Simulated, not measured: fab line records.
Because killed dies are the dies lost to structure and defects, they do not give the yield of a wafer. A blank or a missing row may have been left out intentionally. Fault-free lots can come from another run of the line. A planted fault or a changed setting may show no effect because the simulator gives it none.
One fault through the eyes of 2 desks + flow sky130 + each desk holds nothing but its own numbers, with what lay behind them at the end

## THE METROLOGY DESK
What the gauges read, lot by lot, whatever tool the lot ran on: means of the sampled wafers that have a number. A lot is out of limits, marked OUT, if its mean lies more than 4 standard deviations from the usual mean; the brackets give that distance.
Columns: A = SONOS_ONO_CVD_02_THK at SKY_SONOS_ONO_THK_MEAS_03, usual 10.52 nm; B = SONOS_ONO_CVD_04_THK at SKY_SONOS_ONO_THK_MEAS_05, usual 5.71 nm; C = POLY_GATE_CVD_00_THK at SKY_POLY_GATE_THK_MEAS_01, usual 179.7 nm
| lot  | first seen here | A     | B    | C               |
|------|-----------------|-------|------|-----------------|
| L246 | day 11 10:07    | 10.72 | 5.59 | 179.5           |
| L247 | day 11 14:34    | 10.56 | 5.68 | 178.2           |
| L248 | day 12 02:46    | 10.40 | 5.71 | 177.5           |
| L249 | day 12 09:07    | 10.41 | 5.60 | 180.1           |
| L250 | day 12 13:19    | 10.51 | 5.75 | 178.5           |
| L252 | day 13 11:43    | 10.45 | 5.61 | 179.5           |
| L254 | day 14 12:45    | 10.51 | 5.46 | 181.1           |
| L256 | day 15 11:31    | 10.61 | 5.76 | 180.8           |
| L255 | day 15 13:07    | 10.50 | 5.66 | 181.4           |
| L257 | day 15 17:16    | 10.50 | 5.88 | 178.5           |
| L259 | day 16 13:46    | 10.49 | 5.77 | 180.0           |
| L265 | day 18 12:45    | 10.53 | 5.62 | 227.2 (+37) OUT |
| L267 | day 18 20:51    | 10.47 | 5.75 | 178.5           |
This desk finds L265 out of limits, with the earliest case on L265 at day 21 08:59 (POLY_GATE_CVD_00_THK at SKY_POLY_GATE_THK_MEAS_01). L246, L247, L248, L249, L250, L252, L254, L256, L255, L257, L259, L267 stayed within limits.

## THE TOOL OWNER'S DESK: lpcvd-01
The tool's own readings at SKY_POLY_GATE_CVD_00 (deposits poly-Si, target thk 180 nm, time 720 s): means of the sampled wafers that have a number, for each lot that ran on this tool. A lot is out of limits, marked OUT, if its mean lies more than 4 standard deviations from the usual mean; the brackets give that distance.
Columns: A = pressureMtorr at SKY_POLY_GATE_CVD_00, usual 200.0 mTorr; B = spikeTcBottomC at SKY_POLY_GATE_CVD_00, usual 643.6 C; C = susceptorTempC at SKY_POLY_GATE_CVD_00, usual 619.92 C; D = zonePowerBottomPct at SKY_POLY_GATE_CVD_00, usual 12.5 %
| lot  | first seen here | A     | B     | C      | D    |
|------|-----------------|-------|-------|--------|------|
| L246 | day 13 20:08    | 200.2 | 643.7 | 620.10 | 13.2 |
| L247 | day 13 22:14    | 200.0 | 643.4 | 619.66 | 13.1 |
| L248 | day 14 11:10    | 199.7 | 643.0 | 619.95 | 11.4 |
| L249 | day 14 17:21    | 200.0 | 644.7 | 619.85 | 13.2 |
| L250 | day 14 23:10    | 200.4 | 644.6 | 619.98 | 13.2 |
| L252 | day 15 22:10    | 200.7 | 643.1 | 620.00 | 11.4 |
| L254 | day 17 00:30    | 200.3 | 641.6 | 619.65 | 11.4 |
| L256 | day 18 02:01    | 200.1 | 643.7 | 619.95 | 13.1 |
| L255 | day 18 03:49    | 199.8 | 642.1 | 619.93 | 11.5 |
| L257 | day 18 07:47    | 199.3 | 641.7 | 620.06 | 11.4 |
| L259 | day 19 04:59    | 200.0 | 644.8 | 619.97 | 13.0 |
| L265 | day 21 07:47    | 199.8 | 642.7 | 619.83 | 11.4 |
| L267 | day 21 14:58    | 200.2 | 643.6 | 619.66 | 13.2 |
This desk's verdict: no lot among the 13 shows anything out of limits.

## BROUGHT TOGETHER
An alarm was possible from the metrology desk at day 21 08:59, on L265.
Nothing out of limits was seen by the tool owner's desk.
The tool owner's desk has L265 on record, within its limits.
Every lot named ran SKY_POLY_GATE_CVD_00 on lpcvd-01.

## WHAT WAS PUT IN BY THE SIMULATOR
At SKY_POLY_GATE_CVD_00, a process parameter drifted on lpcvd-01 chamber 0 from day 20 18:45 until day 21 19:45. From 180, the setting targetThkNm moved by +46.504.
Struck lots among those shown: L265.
Hours from the fault's start to each desk's first reading out of limits: the metrology desk, 14.
